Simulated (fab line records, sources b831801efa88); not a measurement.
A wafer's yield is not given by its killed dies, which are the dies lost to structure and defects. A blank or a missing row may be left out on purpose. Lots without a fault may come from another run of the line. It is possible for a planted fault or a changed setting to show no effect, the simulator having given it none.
Problem report, 8D (eight disciplines) form, completed by code | flow sky130 | the parts of the form that need people (team, actions taken, sign-off) are left out

## 1. WHAT IS WRONG
Wafers without a fault read 3000.1 W, standard deviation 0.61; cathode dc power W at SKY_METAL3_SPUTTER_03 reads a mean of 2704.9 W on 3 wafers belonging to 2 lots. That is -99 or more standard deviations from the usual mean.
The step: material Ti, target thk 5 nm, time 3.3 s.
Earliest sighting: wafer L791.6 on pvd sputter-04 at day 40 17:35. The record has a number at this step for 18 wafers belonging to 6 lots. Rule for "out" (also "out of limits"): further than 4 standard deviations from the usual mean. Any other wafer with a number is counted as sound.

## 2. WHAT IT IS, AND WHAT IT ISN'T
question                    | is                     | is not
which readings at this step | cathode dc power W     | throttle valve pct
which lots                  | L791, L796             | L780, L782, L792, L793
which wafers of those lots  | L791.6, L796.1, L796.6 | L791.2, L791.4, L796.3
read on which tools         | pvd sputter-04         | pvd sputter-02, pvd sputter-03
when                        | from day 40 17:35      | up to then (11 sound wafers); but 4 sound wafers of L793, L796 came after

## 3. WHAT RULES OUT EACH SUSPECT
Counting: a tool at a process step up to the reading stays a suspect if it ran every lot that is out. Sound lots after the first of them don't rule it out here, since some wafers of a struck lot are sound.
- cvd w-02 at SKY_VIA2_CVD_21 (deposits W, target thk 420 nm, time 126.4 s): kept. It ran every lot that is out, first L791 (day 40 16:53); its last sound lot up to then is L792 (day 40 15:17).
- pvd sputter-04 at SKY_METAL3_SPUTTER_01 (material TiN, target thk 20 nm, time 16.7 s): kept. It ran every lot that is out, first L791 (day 40 17:31); its last sound lot up to then is L780 (day 36 07:29).
- pvd sputter-04 at SKY_METAL3_SPUTTER_03 (material Ti, target thk 5 nm, time 3.3 s): kept. It ran every lot that is out, first L791 (day 40 17:35); its last sound lot up to then is L780 (day 36 07:34). On those wafers its own readings are out: cathode dc power W.
cvd w-02 at SKY_VIA2_CVD_21, pvd sputter-04 at SKY_METAL3_SPUTTER_01 and pvd sputter-04 at SKY_METAL3_SPUTTER_03 are what is left after counting.

## 4. THE CAUSE (what the simulator had put in)
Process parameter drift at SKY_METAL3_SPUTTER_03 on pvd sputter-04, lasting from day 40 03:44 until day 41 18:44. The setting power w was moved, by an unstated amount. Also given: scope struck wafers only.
Counting left 3 suspects, and this tool is among them.

## 5. THE EFFECT CHAIN, in route order
Each row: a reading where the mean over the struck wafers with a number is more than 3 standard deviations away from the usual. Readings are gone through only where the record gives a usual standard deviation; hours: the median, over the lots, of the time from a lot's start at the first step in this table giving one to that lot's start at this step; sigmas: the change measured in usual standard deviations.
hours | step                  | reading            | usual    | on struck wafers | change | sigmas
0     | SKY_METAL3_SPUTTER_03 | cathode dc power W | 3000.1 W | 2704.9           | -295.2 | -99 or more
Process steps it contains:
- SKY_METAL3_SPUTTER_03: material Ti, target thk 5 nm, time 3.3 s.

## 6. HOW IT WOULD HAVE BEEN CAUGHT EARLIER
14 hours passed between the start of the fault at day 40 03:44 and the first reading out of limits in this record, taken at day 40 17:35.
